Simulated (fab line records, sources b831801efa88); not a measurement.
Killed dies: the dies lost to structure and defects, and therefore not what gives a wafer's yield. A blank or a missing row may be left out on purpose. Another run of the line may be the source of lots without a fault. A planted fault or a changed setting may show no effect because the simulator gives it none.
Split-lot trial    flow sky130    23 wafers read from 5 lots, route of 708 steps

## SPLIT DETAILS
At SKY_SPACER_CVD_00 (deposits Si3N4 from DCS/NH3, target thk 43.1 nm, time 740 s), the setting pressureMtorr was moved away from the recipe's 250 mTorr on 20 of the 23 wafers read, by -13.6% to +8.5%. This setting was run at the recipe's value on the other wafers.

There is no step in the file separating the split from the reading.

## THE READING
SPACER_CVD_00_THK, in nm, at SKY_SPACER_THK_MEAS_01. On this fab line, fault-free wafers typically give 43.0 nm with a standard deviation of 0.34 nm.

wafer   tool, chamber at the split  pressureMtorr as run, mTorr  against the recipe  SPACER_CVD_00_THK, nm  against lot-mates on the recipe
L077.1  -, -                        228.9                        -8.4%               41.5                   no lot-mate on the recipe
L077.2  -, -                        228.9                        -8.4%               41.7                   no lot-mate on the recipe
L077.3  -, -                        228.9                        -8.4%               41.9                   no lot-mate on the recipe
L077.4  -, -                        228.9                        -8.4%               41.6                   no lot-mate on the recipe
L077.6  -, -                        228.9                        -8.4%               41.3                   no lot-mate on the recipe
L078.2  -, -                        271.2                        +8.5%               43.7                   no lot-mate on the recipe
L078.3  -, -                        271.2                        +8.5%               43.3                   no lot-mate on the recipe
L078.4  -, -                        271.2                        +8.5%               43.8                   no lot-mate on the recipe
L078.5  -, -                        271.2                        +8.5%               43.9                   no lot-mate on the recipe
L078.6  -, -                        271.2                        +8.5%               43.8                   no lot-mate on the recipe
L080.2  lpcvd-02, 0                 250                          recipe              42.7                   -
L080.4  lpcvd-02, 0                 250                          recipe              43.1                   -
L080.5  lpcvd-02, 0                 250                          recipe              42.8                   -
L083.1  -, -                        215.9                        -13.6%              40.9                   no lot-mate on the recipe
L083.2  -, -                        215.9                        -13.6%              40.9                   no lot-mate on the recipe
L083.3  -, -                        215.9                        -13.6%              41.1                   no lot-mate on the recipe
L083.4  -, -                        215.9                        -13.6%              41.1                   no lot-mate on the recipe
L083.5  -, -                        215.9                        -13.6%              41.4                   no lot-mate on the recipe
L084.1  -, -                        261.9                        +4.8%               43.7                   no lot-mate on the recipe
L084.2  -, -                        261.9                        +4.8%               43.9                   no lot-mate on the recipe
L084.3  -, -                        261.9                        +4.8%               43.8                   no lot-mate on the recipe
L084.4  -, -                        261.9                        +4.8%               43.5                   no lot-mate on the recipe
L084.6  -, -                        261.9                        +4.8%               43.9                   no lot-mate on the recipe

THE FIT
A straight line over all 23 wafers: SPACER_CVD_00_THK changes by +0.131 nm for each +1% of pressureMtorr; r = +0.97; the points scatter about the line by 0.28 nm.
Too few moved wafers have a lot-mate on the recipe to fit a line with each lot's own level taken away.

## THE WHOLE CHAIN: every reading that the file lists as answering this split, in the file's order
step                    what it does                                                             reading                                                                        change (the file's fit)                r (the file's)
SKY_SPACER_CVD_00       deposits Si3N4 from DCS/NH3, target thk 43.1 nm, time 740 s              Si3N4_of_SPACER_CVD_00.thkNm (the simulator's own value, which no gauge read)  +0.132 nm for each +1% of the setting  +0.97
SKY_SPACER_THK_MEAS_01                                                                           SPACER_CVD_00_THK                                                              +0.131 for each +1% of the setting     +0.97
SKY_SPACER_ETCHBACK_02  etches Si3N4 in CH3F/O2, stops on SiO2, time 46.7 s, target depth 45 nm  etch.depthNm (the simulator's own value, which no gauge read)                  +0.162 nm for each +1% of the setting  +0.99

## THE FILE'S OWN FIT
SPACER_CVD_00_THK changes by +0.131 nm for each +1% of pressureMtorr, r = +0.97.
